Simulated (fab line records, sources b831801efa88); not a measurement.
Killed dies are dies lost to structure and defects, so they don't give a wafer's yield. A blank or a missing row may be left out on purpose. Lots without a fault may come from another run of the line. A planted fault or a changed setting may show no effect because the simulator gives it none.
Which tool did it? | flow gf180mcu | 14 lots, 40 wafers sampled, at 4 steps of a route of 602

WHAT THE GAUGES READ, wafer by wafer
GF_M5_CD_MEAS_07: target cd 280 nm. Usual: cd_nm 280.1 nm, standard deviation 1.3.
lot  | measured     | on        | cd_nm (nm)        | flag
L345 | day 26 11:07 | cd_sem-02 | 280.3 282.6 280.7 |
L346 | day 26 16:22 | cd_sem-02 | 280.8 279.6 280.2 |
L348 | day 27 07:16 | cd_sem-01 | 280.3 279.6       |
L350 | day 28 02:55 | cd_sem-01 | 281.1 282.0 281.8 |
L351 | day 28 09:28 | cd_sem-01 | 281.6 281.9       |
L352 | day 28 23:35 | cd_sem-01 | 277.3 277.8 278.1 |
L357 | day 30 16:16 | cd_sem-02 | 280.2 280.9 280.2 |
L358 | day 30 16:37 | cd_sem-01 | 280.9 279.5 280.4 |
L361 | day 31 09:48 | cd_sem-01 | 281.0 281.2 281.3 |
L362 | day 31 16:44 | cd_sem-01 | 279.7 278.9 278.1 |
L363 | day 31 21:25 | cd_sem-01 | 278.4 278.0 277.1 |
L365 | day 32 05:29 | cd_sem-01 | 279.1 278.5 278.7 |
L366 | day 32 12:17 | cd_sem-02 | 280.4 280.0 280.5 |
L367 | day 32 16:25 | cd_sem-02 | 281.1 281.5 282.0 |

GF_TOP_METAL_OVL_MEAS_15. Usual: TOP_METAL_OVL 0.4 nm, standard deviation 1.3.
lot  | measured     | on         | TOP_METAL_OVL (nm) | flag
L345 | day 28 07:58 | overlay-01 | 1.0 0.5 -1.0       |
L346 | day 28 12:16 | overlay-01 | -1.6 -1.8 -1.7     |
L348 | day 29 02:38 | overlay-01 | 0.8 0.0            |
L350 | day 29 19:50 | overlay-01 | -0.1 -1.4 -0.1     |
L351 | day 30 02:46 | overlay-01 | 0.8 0.2            |
L352 | day 30 15:58 | overlay-01 | -0.1 -1.3 -1.9     |
L357 | day 32 05:04 | overlay-02 | 1.7 2.2 -0.4       |
L358 | day 32 18:43 | overlay-01 | 0.1 1.8 1.7        |
L361 | day 32 22:55 | overlay-01 | 0.9 1.0 0.9        |
L362 | day 33 05:01 | overlay-02 | 0.5 2.0 1.1        |
L363 | day 33 09:33 | overlay-02 | -0.5 0.0 0.4       |
L365 | day 33 16:35 | overlay-01 | -1.9 -2.1 -0.9     |
L366 | day 33 23:44 | overlay-02 | 0.3 -0.8 0.2       |
L367 | day 34 03:07 | overlay-02 | -1.0 -0.4 -2.0     |

WHICH TOOL RAN EACH LOT (tool, then ch and the chambers of the sampled wafers, then the start)
lot  | GF_V5_CMP_26                  | GF_TOP_METAL_SPUTTER_03
L345 | cmp-01 ch 1,2,3, day 27 10:34 | pvd_sputter-01, day 27 11:02
L346 | cmp-01 ch 1,2,3, day 27 15:39 | pvd_sputter-03, day 27 16:01
L348 | cmp-01 ch 0,2, day 28 06:38   | pvd_sputter-01, day 28 07:04
L350 | cmp-02 ch 0,1,3, day 29 01:14 | pvd_sputter-01, day 29 01:39
L351 | cmp-01 ch 0,1, day 29 07:49   | pvd_sputter-01, day 29 08:05
L352 | cmp-01 ch 0,2,3, day 29 21:32 | pvd_sputter-01, day 29 21:52
L357 | cmp-02 ch 0,1, day 31 12:11   | pvd_sputter-02, day 31 12:40
L358 | cmp-02 ch 2,3, day 32 01:50   | pvd_sputter-01, day 32 02:19
L361 | cmp-02 ch 0,1,2, day 32 05:53 | pvd_sputter-01, day 32 06:15
L362 | cmp-02 ch 0,1,2, day 32 12:21 | pvd_sputter-03, day 32 12:49
L363 | cmp-01 ch 0,1,2, day 32 17:02 | pvd_sputter-02, day 32 17:28
L365 | cmp-02 ch 0,2,3, day 33 00:49 | pvd_sputter-02, day 33 01:11
L366 | cmp-01 ch 1,2,3, day 33 07:46 | pvd_sputter-01, day 33 08:05
L367 | cmp-01 ch 2,3, day 33 10:59   | pvd_sputter-02, day 33 11:27
- GF_V5_CMP_26: polishes, stops on SiO2, t overpolish 15 s, target thk 0 nm.
- GF_TOP_METAL_SPUTTER_03: material Ti, target thk 5 nm, time 3.3 s.

WHAT THE TOOLS THEMSELVES READ (means of the sampled wafers that have a number; where no wafer has one, the mark that the record gives instead)
GF_V5_CMP_26. Usual: edge_zone_pressure_frac 1.000, standard deviation 0.005; motor_current_A 11.3 A, standard deviation 1.5; overpolish_run_s 15.000 s, standard deviation 0.0093; time_to_endpoint_s 85.4 s, standard deviation 2.6.
lot  | tool   | edge_zone_pressure_frac | motor_current_A (A) | overpolish_run_s (s) | time_to_endpoint_s (s) | flag
L345 | cmp-01 | 0.994                   | 11.4                | 15.004               | 86.9                   |
L346 | cmp-01 | 1.002                   | 11.4                | 14.984               | 85.3                   |
L348 | cmp-01 | 1.001                   | 10.9                | 15.002               | 65.3                   | OFF
L350 | cmp-02 | 1.003                   | 11.4                | 14.996               | 87.0                   |
L351 | cmp-01 | 1.003                   | 11.8                | 14.989               | 66.8                   | OFF
L352 | cmp-01 | 1.000                   | 10.7                | 14.995               | 73.0                   | OFF
L357 | cmp-02 | 1.003                   | 10.0                | 14.994               | 85.8                   |
L358 | cmp-02 | 0.997                   | 13.1                | 14.993               | 85.1                   |
L361 | cmp-02 | 1.000                   | 10.2                | 15.002               | 88.7                   |
L362 | cmp-02 | 1.001                   | 10.5                | 14.998               | 84.6                   |
L363 | cmp-01 | 0.998                   | 11.6                | 15.004               | 83.3                   |
L365 | cmp-02 | 1.003                   | 12.1                | 14.993               | 83.9                   |
L366 | cmp-01 | 0.997                   | 11.2                | 15.003               | 84.6                   |
L367 | cmp-01 | 0.997                   | 10.9                | 15.001               | 81.6                   |

GF_TOP_METAL_SPUTTER_03. Usual: throttle_valve_pct 29.8 %, standard deviation 1.1.
lot  | tool           | throttle_valve_pct (%) | flag
L345 | pvd_sputter-01 | 29.9                   |
L346 | pvd_sputter-03 | 29.4                   |
L348 | pvd_sputter-01 | 30.1                   |
L350 | pvd_sputter-01 | 30.1                   |
L351 | pvd_sputter-01 | 29.5                   |
L352 | pvd_sputter-01 | 29.9                   |
L357 | pvd_sputter-02 | 29.4                   |
L358 | pvd_sputter-01 | 29.3                   |
L361 | pvd_sputter-01 | 30.5                   |
L362 | pvd_sputter-03 | 30.4                   |
L363 | pvd_sputter-02 | 30.6                   |
L365 | pvd_sputter-02 | 30.6                   |
L366 | pvd_sputter-01 | 30.5                   |
L367 | pvd_sputter-02 | 30.9                   |

THE ANSWER, worked out from the rows above alone
Rule: a lot is off if the mean of its wafers that have a number lies more than 3 standard deviations from the usual mean. A lot without any number at a reading at which 4 lots or more have one is off too. The other lots that the step has rows for count as sound. The gauges are gone through in route order, then the tools' own readings, and for those a lot's mean is taken as printed above. The first step at which some lot is off is used, and at that step the reading that is off furthest; a lot without a number counts as furthest.
Off: L348, L351, L352, at GF_V5_CMP_26 (time_to_endpoint_s).
A tool fits if, at that step or a process step before it, it ran every lot that is off, and no sound lot after the first of them. None of those tried fits.

WHAT THE SIMULATOR HAD PUT IN
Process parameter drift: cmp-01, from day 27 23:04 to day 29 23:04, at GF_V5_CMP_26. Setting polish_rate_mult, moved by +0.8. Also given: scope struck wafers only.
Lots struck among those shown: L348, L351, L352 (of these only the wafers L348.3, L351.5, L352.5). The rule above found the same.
